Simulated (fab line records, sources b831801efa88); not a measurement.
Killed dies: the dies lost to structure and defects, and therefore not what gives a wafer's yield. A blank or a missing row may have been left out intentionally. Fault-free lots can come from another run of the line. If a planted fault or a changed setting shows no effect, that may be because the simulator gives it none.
A struck lot beside a sound one + flow sfq_line + 31 steps out of a route of 325
Sound: wafers L749.1, L749.3, L749.5. Struck: wafer L762.4. (L762.2, L762.6 of the same lot were not struck and are left out.) The cause comes at the end.
Order at every step that has rows: each side's tool, ch and its chambers, its first start. Under that, the readings that differ: sound wafers + struck wafers + difference of the means + sigmas: that difference in standard deviations of wafers without a fault.
alike: readings with means less than 2 such deviations apart, plus words and numbers identical on both sides. not compared: withheld readings, readings lacking a value on some wafer, bounds such as >300 that could conceal the same value, and numbers that have no deviation in the record and whose values overlap.
The two part at a step that has a row with sigmas, a row that says differs or no value, or rows on one side only. Numbers that don't overlap but have no deviation are shown without sigmas and don't part them. A reading that every wafer of one side lacks parts them only if that side has two wafers or more.

SFQ_INCOMING_BOW_MEAS_900:
  sound on film_metro-02, day 2 11:00; struck on film_metro-02, day 5 04:01
  alike: INCOMING_BOW
then, 1 step without rows for these wafers: SFQ_TRILAYER_INCOMING_OXIDATION_002 (target thk 500 nm, ox time 4939 s).
SFQ_TRILAYER_L0_DEP_SPUTTER_003: material MoNx KI, target thk 40 nm, time 100 s.
  sound on pvd_sputter-05, day 2 13:29; struck on pvd_sputter-04, day 5 06:29
| reading                                                  | sound             | struck | difference | sigmas |
|----------------------------------------------------------|-------------------|--------|------------|--------|
| model.MoNx_KI_of_TRILAYER_L0_DEP_SPUTTER_003.thk_nm (nm) | 40.27 40.42 41.02 | 73.9   | +33.3      |        |
  alike: throttle_valve_pct
SFQ_L0_RS_MEAS_901: the measuring method here is four-point-probe.
  sound on film_metro-03, day 2 13:34; struck on film_metro-03, day 5 06:53
| reading                | sound          | struck | difference | sigmas |
|------------------------|----------------|--------|------------|--------|
| L0_MONX_KI_RS (ohm/sq) | 43.3 43.0 42.4 | 23.5   | -19.4      | -43    |
  not compared: hold
SFQ_L0_THK_MEAS_902: measures by xrf.
  sound on film_metro-03, day 2 13:41; struck on film_metro-03, day 5 12:27
| reading             | sound          | struck | difference | sigmas |
|---------------------|----------------|--------|------------|--------|
| L0_MONX_KI_THK (nm) | 39.4 39.7 40.2 | 72.9   | +33.1      | +74    |
  not compared: hold
then, 5 steps without rows for these wafers: SFQ_TRILAYER_L0_LITHO_COAT_005 (resist thk 600 nm); SFQ_TRILAYER_L0_LITHO_SOFTBAKE_009; SFQ_TRILAYER_L0_LITHO_EXPOSE_006 (exposes mask L0, target cd 2000 nm); SFQ_TRILAYER_L0_LITHO_PEB_008 (peb time 60 s); SFQ_TRILAYER_L0_LITHO_DEVELOP_007 (time 60 s).
-- the record jumps here: 3 days lie between the struck wafers' starts before and after --
SFQ_TRILAYER_L0_BARC_OPEN_METAL_ETCH_010: etches BARC in O2, target depth 125 nm, time 41.7 s.
  sound on rie_metal-02 ch 0,1, day 5 16:36; struck on rie_metal-02 ch 0, day 8 15:58
  alike: drypump_motor_current_A, oes_product_au
  not compared: rf_hours_counter_h
SFQ_TRILAYER_L0_ETCH_METAL_ETCH_008: etches MoNx KI in SF6/O2, stops on SiO2, target depth 50 nm, time 25 s.
  sound on rie_metal-02 ch 0,1, day 5 16:40; struck on rie_metal-02 ch 0, day 8 16:01
| reading               | sound             | struck | difference | sigmas |
|-----------------------|-------------------|--------|------------|--------|
| oes_product_au (a.u.) | 0.880 0.870 0.886 | 1.001  | +0.122     | +19    |
  alike: drypump_motor_current_A
  not compared: rf_hours_counter_h
SFQ_TRILAYER_L0_STRIP_STRIP_009: strips in O2.
  sound on rie_metal-02 ch 0,1, day 5 16:42; struck on rie_metal-02 ch 0, day 8 16:04
  alike: drypump_motor_current_A, oes_product_au
  not compared: rf_hours_counter_h
then, 1 step without rows for these wafers: SFQ_TRILAYER_L0_STRIP_SOLV_CLEAN_010 (cleans in NMP, time 600 s).
SFQ_TRILAYER_L0_CAP_PECVD_011: deposits SiO2 from SiH4/N2O, time 13.333 s, target thk 60 nm.
  sound on pecvd-03 ch 0,2, day 5 17:29; struck on pecvd-01 ch 1, day 8 16:52
| reading            | sound    | struck | difference | sigmas |
|--------------------|----------|--------|------------|--------|
| heater_power_w (W) | 85 59 66 | 102    | +32        | +2     |
  alike: heater_power_outer_w, throttle_valve_pct
then, 6 steps without rows for these wafers: SFQ_TRILAYER_L0_VIA_LITHO_COAT_018 (resist thk 62 nm); SFQ_TRILAYER_L0_VIA_LITHO_COAT_013 (resist thk 650 nm); SFQ_TRILAYER_L0_VIA_LITHO_SOFTBAKE_017; SFQ_TRILAYER_L0_VIA_LITHO_EXPOSE_014 (exposes mask L0V, target cd 700 nm); SFQ_TRILAYER_L0_VIA_LITHO_PEB_016 (peb time 60 s); SFQ_TRILAYER_L0_VIA_LITHO_DEVELOP_015 (time 60 s).
-- the record jumps here: 5 days lie between the struck wafers' starts before and after --
SFQ_L0V_OVL_MEAS_903:
  sound on overlay-02, day 9 15:08; struck on overlay-01, day 13 05:09
  alike: L0V_OVL
then, 1 step without rows for these wafers: SFQ_TRILAYER_L0_VIA_BARC_OPEN_VIA_ETCH_021 (etches BARC in O2, target depth 125 nm, time 41.7 s).
SFQ_TRILAYER_L0_VIA_ETCH_VIA_ETCH_016: etches SiO2 in CHF3, stops on MoNx KI, target depth 80 nm.
  sound on rie_diel-04 ch 0,1,2, day 9 15:13; struck on rie_diel-02 ch 3, day 13 05:13
  alike: drypump_motor_current_A, oes_product_au
SFQ_TRILAYER_L0_VIA_STRIP_STRIP_017: strips in O2.
  sound on rie_metal-03 ch 0,1, day 9 15:16; struck on rie_metal-01 ch 1, day 13 05:16
  alike: drypump_motor_current_A, oes_product_au
  not compared: rf_hours_counter_h
then, 3 steps without rows for these wafers: SFQ_TRILAYER_L0_VIA_STRIP_SOLV_CLEAN_018 (cleans in NMP, time 600 s); SFQ_TRILAYER_M0_DEP_PRE_CLEAN_020 (time 15 s); SFQ_TRILAYER_M0_DEP_SPUTTER_019 (material Nb, target thk 200 nm, time 133.3 s).
SFQ_M0_RS_MEAS_904: the measuring method here is four-point-probe.
  sound on film_metro-03, day 9 16:09; struck on film_metro-04, day 13 06:10
  alike: M0_NB_RS
then, 1 step without rows for these wafers: SFQ_TRILAYER_M0_LITHO_COAT_026 (resist thk 62 nm).
-- the record jumps here: 67 days lie between the struck wafers' starts before and after --
SFQ_M8_BOW_MEAS_951:
  sound on film_metro-03, day 77 19:59; struck on film_metro-03, day 80 14:02
| reading                       | sound          | struck | difference | sigmas |
|-------------------------------|----------------|--------|------------|--------|
| model.etest.l0.ohm_sq         | 43.16 43 42.37 | 23.52  | -19.32     |        |
| model.etest.l0.comb_log10_ohm | 12 12 12       | 0      | -12        |        |
  alike: M8_BOW

== WHERE THEY PART ==
Earliest at SFQ_L0_RS_MEAS_901; latest, in this record, at SFQ_TRILAYER_L0_CAP_PECVD_011. Later steps at which nothing parts them and some readings are alike: SFQ_L0V_OVL_MEAS_903, SFQ_TRILAYER_L0_VIA_ETCH_VIA_ETCH_016, SFQ_TRILAYER_L0_VIA_STRIP_STRIP_017, SFQ_M0_RS_MEAS_904, SFQ_M8_BOW_MEAS_951.

WHY: what the simulator had put in
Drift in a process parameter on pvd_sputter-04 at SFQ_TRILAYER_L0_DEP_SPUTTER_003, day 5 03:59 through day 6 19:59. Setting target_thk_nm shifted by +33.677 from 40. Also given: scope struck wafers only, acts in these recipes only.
